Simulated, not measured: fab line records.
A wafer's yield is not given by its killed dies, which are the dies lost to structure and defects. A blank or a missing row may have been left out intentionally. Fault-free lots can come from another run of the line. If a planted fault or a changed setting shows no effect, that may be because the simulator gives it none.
A struck lot beside a sound one ; flow sky130 ; 14 out of 708 route steps
Sound: the wafers L152.2, L152.4, L152.6. Wafers L150.1, L150.3, L150.5 were the ones struck. The cause is named last.
At each step with rows: each side's tool, then ch and its chambers, then its first start. Under that, the readings that differ: sound wafers ; struck wafers ; difference of the means ; sigmas: that difference in standard deviations of wafers without a fault.
alike: readings whose means differ by less than 2 such deviations, and words and numbers that are the same on both sides. not compared: withheld readings, readings that some wafer has no value for, bounds like >300 that may hide the same value, and numbers for which the record gives no deviation and whose values overlap.
A row with sigmas, a row that says differs or no value, or rows on one side alone: a step with any of these is where the two part. Numbers that don't overlap but have no deviation are shown without sigmas and don't part them. Lack of a reading on every wafer of one side parts them only where that side has two or more wafers.

first, 2 steps without rows for these wafers: SKY_VIA3_CLEAN_18 (cleans in IPA, time 180 s); SKY_VIA3_CLEAN_19 (cleans in O3/DIW).
SKY_VIA3_SPUTTER_20: material TiN, target thk 20 nm, time 80 s.
  sound on pvd-sputter-04, day 45 16:43; struck on pvd-sputter-04, day 45 08:46
  alike: throttle-valve-pct
SKY_VIA3_CVD_21: deposits W, target thk 390 nm, time 117.31 s.
  sound on cvd-w-02 ch 0,1, day 45 16:47; struck on cvd-w-01 ch 0,1, day 45 08:50
  alike: chamber-pressure-Torr, heater-power-outer-w, heater-power-w
SKY_VIA3_RS_MEAS_22: the measuring method here is four-point-probe.
  sound on film-metro-04, day 45 16:56; struck on film-metro-01, day 45 08:57
reading;sound;struck;difference;sigmas
VIA3_W_RS (ohm/sq);0.299 0.298 0.297;0.293 0.289 0.293;-0.006;-2
SKY_VIA3_THK_MEAS_23: measures by xrf.
  sound on film-metro-04, day 45 17:02; struck on film-metro-01, day 45 09:04
  alike: VIA3_W_THK
then, 1 step without rows for these wafers: SKY_VIA3_CMP_24 (polishes, stops on SiO2, t overpolish 20 s, target thk 0 nm).
SKY_METAL4_SPUTTER_00: material Ti, target thk 15 nm, time 10 s.
  sound on pvd-sputter-01, day 45 17:23; struck on pvd-sputter-01, day 45 09:26
  alike: throttle-valve-pct
SKY_METAL4_SPUTTER_01: material TiN, target thk 20 nm, time 16.7 s.
  sound on pvd-sputter-01, day 45 17:25; struck on pvd-sputter-01, day 45 09:27
  alike: throttle-valve-pct
then, 3 steps without rows for these wafers: SKY_METAL4_SPUTTER_02 (material AlCu, target thk 735 nm, time 39.1 s); SKY_METAL4_SPUTTER_03 (material Ti, target thk 5 nm, time 3.3 s); SKY_METAL4_SPUTTER_04 (material TiN, target thk 70 nm, time 58.3 s).
SKY_CAP2M_CVD_00: deposits SiO2, target thk 15.5 nm.
  sound on pecvd-04 ch 0,2, day 45 17:32; struck on pecvd-01 ch 0,2, day 45 09:35
  no value came back on the struck wafers for heater-power-outer-w (W), heater-power-w (W); on the sound wafers heater-power-outer-w (W) reads 386 417 393
SKY_CAP2M_SPUTTER_02: material TiN, target thk 200 nm, time 166.7 s.
  sound on pvd-sputter-02, day 45 17:38; struck on pvd-sputter-03, day 45 09:40
  alike: substrate-temp-c, throttle-valve-pct

== WHERE THEY PART ==
Earliest at SKY_VIA3_RS_MEAS_22; latest, in this record, at SKY_CAP2M_CVD_00. Later steps at which nothing parts them and some readings are alike: SKY_CAP2M_SPUTTER_02.

WHY: what had been put in by the simulator
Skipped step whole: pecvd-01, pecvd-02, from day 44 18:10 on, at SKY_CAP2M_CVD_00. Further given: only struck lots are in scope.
